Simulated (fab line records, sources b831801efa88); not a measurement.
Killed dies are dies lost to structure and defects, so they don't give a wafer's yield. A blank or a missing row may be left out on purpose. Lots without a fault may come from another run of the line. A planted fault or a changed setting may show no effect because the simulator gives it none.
Problem report in the 8D (eight disciplines) form, filled by code | flow sky130 | the parts of the form that need people (team, actions taken, sign-off) are left out

1. THE PROBLEM
VT_ADJUST_LVTN_2_TW at SKY_VT_ADJUST_LVTN_TW_MEAS_21 reads a mean of 207.8 on 6 wafers of 2 lots; wafers without a fault read 189.6 with a standard deviation of 1.3. That is +14 standard deviations from the usual mean.
First seen on wafer L723.2, day 10 05:21, on film_metro-04. The record holds 36 wafers of 12 lots with a number at this step. Rule for "out", or "out of limits": more than 4 standard deviations from the usual mean. The other wafers with a number count as sound.

2. WHAT IT IS AND WHAT IT IS NOT
question                    | is                     | is not
which readings at this step | VT_ADJUST_LVTN_2_TW    | -
which lots                  | L723, L725             | L715, L716, L717, L718, L719, L729, L731, L733, L734, L735
which wafers of those lots  | all that have a number | -
read on which gauges        | film_metro-04          | film_metro-02, film_metro-03
when                        | from day 10 05:21      | up to then (15 sound wafers); but 15 sound wafers of L729, L731, L733, L734, L735 came after

3. SUSPECTS, AND WHAT RULES EACH OUT
Counting: a tool at a process step up to the reading stays a suspect if it ran every lot that is out and no sound lot after the first of them.
- the gauge at SKY_VT_ADJUST_LVTN_TW_MEAS_21: ruled out. All the wafers that are out were read on film_metro-04, but those of them that SKY_VT_ADJUST_LVTN_IMPLANT_19 has rows for are out there too, on other tools.
- implanter-01 at SKY_VT_ADJUST_LVTN_IMPLANT_19: ruled out as a lasting fault. Sound lots L733, L735 ran on it after its first lot that is out, L723 (day 10 05:07).
Left after counting: nothing in the record.

4. THE CAUSE (what the simulator had put in)
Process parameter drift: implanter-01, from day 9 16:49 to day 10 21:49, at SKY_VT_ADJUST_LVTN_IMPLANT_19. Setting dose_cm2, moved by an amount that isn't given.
Counting ruled it out, wrongly: the rule takes a fault to strike every lot that its tool runs from its start on, and this one did not.

5. THE CHAIN OF EFFECTS, in route order
Each row: a reading whose mean over the struck wafers that have a number lies more than 3 standard deviations from the usual. Only readings for which the record gives a usual standard deviation are gone through. hours: the time from each lot's start at the first step in this table that gives one to its start at this step, as a median over the lots. sigmas: the change in usual standard deviations.
hours | step                          | reading             | usual     | on struck wafers | change     | sigmas
0     | SKY_VT_ADJUST_LVTN_IMPLANT_19 | dose_ions_cm2       | 6.501e+11 | 8.976e+11        | +2.475e+11 | +99 or more
0     | SKY_VT_ADJUST_LVTN_IMPLANT_19 | faraday_current_uA  | 3.67      | 5.08             | +1.41      | +18
0     | SKY_VT_ADJUST_LVTN_TW_MEAS_21 | VT_ADJUST_LVTN_2_TW | 189.6     | 207.8            | +18.2      | +14
The process steps in it:
- SKY_VT_ADJUST_LVTN_IMPLANT_19
Later measuring or inspecting steps at which every struck wafer that the step has a row for has a number for every such reading, and none has moved that far: SKY_RES_PROTECT_TW_MEAS_08.

6. WHAT WOULD HAVE CAUGHT IT SOONER
In this record the first reading out of limits at a measuring or inspecting step was taken at day 10 05:21, 13 hours after the fault began at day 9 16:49.
The tool's own readings at SKY_VT_ADJUST_LVTN_IMPLANT_19 were out on every struck wafer that the step has a row for (dose_ions_cm2, faraday_current_uA): an alarm limit on them would have fired on the first of those.
